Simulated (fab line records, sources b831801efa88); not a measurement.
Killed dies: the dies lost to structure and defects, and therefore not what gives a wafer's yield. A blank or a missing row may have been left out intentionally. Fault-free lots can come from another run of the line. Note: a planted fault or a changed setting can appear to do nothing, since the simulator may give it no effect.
Comparing a struck lot with a sound one ; flow sky130 ; 15 out of 708 route steps
Sound: these wafers, L218.2, L218.3, L218.4. The struck wafers were L224.3, L224.5, L224.6. The cause is given at the end.
For every step that has rows: the tool of each side, followed by ch and its chambers, followed by its first start. Under that, the readings that differ: sound wafers ; struck wafers ; difference of the means ; sigmas: that difference in standard deviations of wafers without a fault.
alike: readings whose means differ by less than 2 such deviations, and words and numbers that are the same on both sides. not compared: withheld readings, readings that some wafer has no value for, bounds like >300 that may hide the same value, and numbers for which the record gives no deviation and whose values overlap.
Wherever a step has rows on one side only, a row that says differs or no value, or a row with sigmas, the two part there. Numbers that have no deviation but don't overlap get no sigmas and don't part them. A reading missing from all wafers of one side parts the sides only when that side holds two or more wafers.

SKY_METAL1_STRIP_20: strips in O2/N2.
  sound on plasmaAsher-03 ch 0,1, day 36 09:17; struck on plasmaAsher-01 ch 0,1, day 38 11:53
  alike: drypumpMotorCurrentA, o2FlowSccm, oesProductAu, stripTimeToEndpointS
  not compared: rfHoursCounterH
then, 4 steps without rows for these wafers: SKY_METAL1_STRIP_21 (strips in post etch residue remover, time 1200 s); SKY_METAL1_CLEAN_22 (cleans in IPA, time 180 s); SKY_METAL1_CLEAN_23 (cleans in O3/DIW); SKY_VIA1_HDPCVD_00 (deposits SiO2, target thk 1030 nm, time 171.7 s).
SKY_VIA1_THK_MEAS_01:
  struck on filmMetro-03, day 38 12:37; sound on filmMetro-03, day 36 10:00
  alike: VIA1_HDPCVD_THK
SKY_VIA1_CMP_02: polishes SiO2.
  sound on cmp-02 ch 1,2,3, day 36 10:06; struck on cmp-02 ch 1,2,3, day 38 12:49
  alike: motorCurrentA
SKY_VIA1_BOW_MEAS_03:
  struck on filmMetro-02, day 38 13:00; sound on filmMetro-04, day 36 10:22
  alike: VIA1_BOW
then, 4 steps without rows for these wafers: SKY_VIA1_DEHYDRATE_04 (time 60 s); SKY_VIA1_HMDS_05 (prime time 60 s); SKY_VIA1_COAT_06 (resist thk 60 nm); SKY_VIA1_COAT_07 (resist thk 450 nm).
SKY_VIA1_SOFTBAKE_08: time 90 s.
  sound on lithoTrack-02 ch 0, day 36 23:00; struck on lithoTrack-01 ch 0, day 39 01:00
reading;sound;struck;difference;sigmas
heaterPowerTotalW (W);57.21 57.44 57.25;72.94 73.36 73.23;+15.88;+99 or more
runLengthS (s);118.87 118.83 118.84;72.79 72.88 72.79;-46.03;-99 or more
  alike: resistLineTempC
then, 1 step without rows for these wafers: SKY_VIA1_EXPOSE_09 (exposes mask VIM, target cd 150 nm).
-- the record jumps here: 11 days lie between the struck wafers' starts before and after (it left off in module VIA1 and takes up again in module PAD_OPEN, whose first step shown is number 708 of the route) --
SKY_PAD_OPEN_PROBE_99:
  struck on prober-01, day 49 23:52; sound on prober-01, day 48 11:35
  alike: defectLimitedYield, killed_at_M0_to_M3, killed_at_M4_up, killedAtContacts, killedAtFrontEnd, killedAtOther, killedDies, killedOpen, killedShort, sort_bin_3_pad_short, sort_bin_5_function, sort_bin_6_memory, sortNPass, sortYieldPct

WHERE THEY PART
At SKY_VIA1_SOFTBAKE_08 and nowhere else, as far as this record goes. Later steps at which nothing parts them and some readings are alike: SKY_PAD_OPEN_PROBE_99.

WHY: the cause the simulator had injected
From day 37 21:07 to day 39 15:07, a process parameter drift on lithoTrack-01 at SKY_VIA1_SOFTBAKE_08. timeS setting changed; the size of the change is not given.
